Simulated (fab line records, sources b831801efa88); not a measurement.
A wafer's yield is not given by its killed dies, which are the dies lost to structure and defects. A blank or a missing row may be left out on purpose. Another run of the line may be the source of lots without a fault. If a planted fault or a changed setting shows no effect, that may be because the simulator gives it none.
Which tool did it? + flow sky130 + 14 lots (42 wafers sampled), 1 step of a 708-step route

== WHAT THE GAUGES SHOWED, per wafer ==
Not one reading of a measure or inspect step in the record can be checked against a usual standard deviation.

== EACH LOT AND THE TOOL THAT RAN IT (in order: tool; ch and the chambers of the sampled wafers; start) ==
| lot  | SKY_DNWELL_PEB_05                |
|------|----------------------------------|
| L751 | litho-track-04 ch 0, day 3 08:00 |
| L753 | litho-track-03 ch 0, day 3 18:00 |
| L754 | litho-track-04 ch 0, day 4 01:00 |
| L757 | litho-track-01, day 4 14:00      |
| L758 | litho-track-04, day 5 00:00      |
| L761 | litho-track-04 ch 0, day 6 01:00 |
| L766 | litho-track-03 ch 0, day 6 23:00 |
| L767 | litho-track-04 ch 0, day 7 01:00 |
| L768 | litho-track-04 ch 0, day 7 09:00 |
| L769 | litho-track-01 ch 0, day 7 09:00 |
| L770 | litho-track-03 ch 0, day 7 18:00 |
| L771 | litho-track-01 ch 0, day 8 02:00 |
| L772 | litho-track-03 ch 0, day 8 05:00 |
| L773 | litho-track-04 ch 0, day 8 07:00 |
- SKY_DNWELL_PEB_05

== WHAT THE TOOLS THEMSELVES READ (means of the sampled wafers that have a number; where no wafer has one, the mark that the record gives instead) ==
SKY_DNWELL_PEB_05.
| lot  | tool           | chill-plate-temp-C (C) | exhaust-pa (Pa) |
|------|----------------|------------------------|-----------------|
| L751 | litho-track-04 | 22.95                  | 45.2            |
| L753 | litho-track-03 | 22.97                  | 44.8            |
| L754 | litho-track-04 | 22.89                  | 43.3            |
| L757 | litho-track-01 | -                      | -               |
| L758 | litho-track-04 | -                      | -               |
| L761 | litho-track-04 | 23.02                  | 46.1            |
| L766 | litho-track-03 | 22.92                  | 45.5            |
| L767 | litho-track-04 | 23.10                  | 44.7            |
| L768 | litho-track-04 | 22.95                  | 45.6            |
| L769 | litho-track-01 | 23.07                  | 44.3            |
| L770 | litho-track-03 | 23.05                  | 44.7            |
| L771 | litho-track-01 | 23.00                  | 45.1            |
| L772 | litho-track-03 | 22.96                  | 44.9            |
| L773 | litho-track-04 | 23.00                  | 45.0            |

== THE ANSWER, worked out from the rows above alone ==
Rule: usual is defined by the lots themselves. The widest of any qualifying gaps counts: lots, ordered by their means at a reading, are off when they make up no more than a third of the lots, leave a main group of 4 or more, and stand apart from it by 3 or more times the standard deviation of that group's means. A main group is skipped when, at the precision printed for the reading in the tables above, its means are all equal. Also off: a lot with no number at a reading for which 4 or more lots have one. The other lots that the step has rows for count as sound. Order of review: gauges by route order, followed by the tools' own readings, for which a lot's mean as printed above is used. At the first step where some lot is off, the reading lying furthest off is the one used; lots without a number count as furthest.
Off: L757, L758 (SKY_DNWELL_PEB_05, chill-plate-temp-C). Without a number there: L757, L758. For the main group the mean is 22.99 C and the standard deviation 0.06.
A tool fits if, at that step or a process step before it, it ran every lot that is off, and no sound lot after the first of them. Not one of the candidates tried fits.

== WHAT HAD BEEN PUT IN BY THE SIMULATOR ==
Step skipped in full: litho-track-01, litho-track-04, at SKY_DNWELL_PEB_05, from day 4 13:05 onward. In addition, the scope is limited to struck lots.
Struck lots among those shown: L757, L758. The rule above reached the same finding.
